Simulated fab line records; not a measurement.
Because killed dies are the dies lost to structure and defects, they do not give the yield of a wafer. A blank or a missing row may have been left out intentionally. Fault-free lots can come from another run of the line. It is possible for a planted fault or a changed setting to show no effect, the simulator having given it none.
Matching of chambers | flow gf180mcu | 4 sister chambers for GF_V3_CMP_04 on cmp-02
The step polishes SiO2. 8 wafers are shown with their chamber, then 6 later ones without.

## EACH WAFER AND ITS CHAMBER
wafer  | chamber | motorCurrentA (A) | platenRpm (rpm)
L732.2 | 2       | 11.6              | 59.99
L734.6 | 3       | 14.3              | 60.02
L741.1 | 1       | 10.8              | 59.91
L741.2 | 3       | 14.2              | 59.94
L741.6 | 0       | 13.6              | 60.02
L743.1 | 2       | 11.1              | 60.03
L743.3 | 0       | 13.6              | 60.03
L743.4 | 1       | 11.3              | 60.06

## WAFERS WITHOUT THEIR CHAMBER
wafer  | motorCurrentA (A) | platenRpm (rpm)
L744.1 | 12.1              | 60.04
L744.3 | 13.5              | 60.00
L744.4 | 14.0              | 60.00
L747.3 | 11.3              | 60.01
L747.4 | 14.3              | 59.99
L747.6 | 13.7              | 59.98

## WHICH CHAMBER EACH ONE RAN IN
wafer  | from the rows above     | in truth
L744.1 | can't be placed: 2 or 1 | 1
L744.3 | 0                       | 0
L744.4 | can't be placed: 3 or 0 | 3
L747.3 | can't be placed: 2 or 1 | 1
L747.4 | 3                       | 3
L747.6 | can't be placed: 0 or 3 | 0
Placed correctly: 2 of 6. From these rows, 4 cannot be placed; in 4 the true chamber is one of the candidates. Wrongly placed: 0.
How it was worked out, from the rows above alone: a wafer's distance from a chamber is the root of the sum, over the readings, of the square of ((its reading less the chamber's mean) divided by the reading's scatter). If the next closest chamber is less than 2 further off than the closest, the wafer can't be placed; otherwise it belongs to the closest. Each chamber's mean is taken over the wafers shown for it. The scatter: take each reading less its chamber's mean, square it, sum over the shown wafers, divide by the number of wafers less the number of chambers, and take the root.
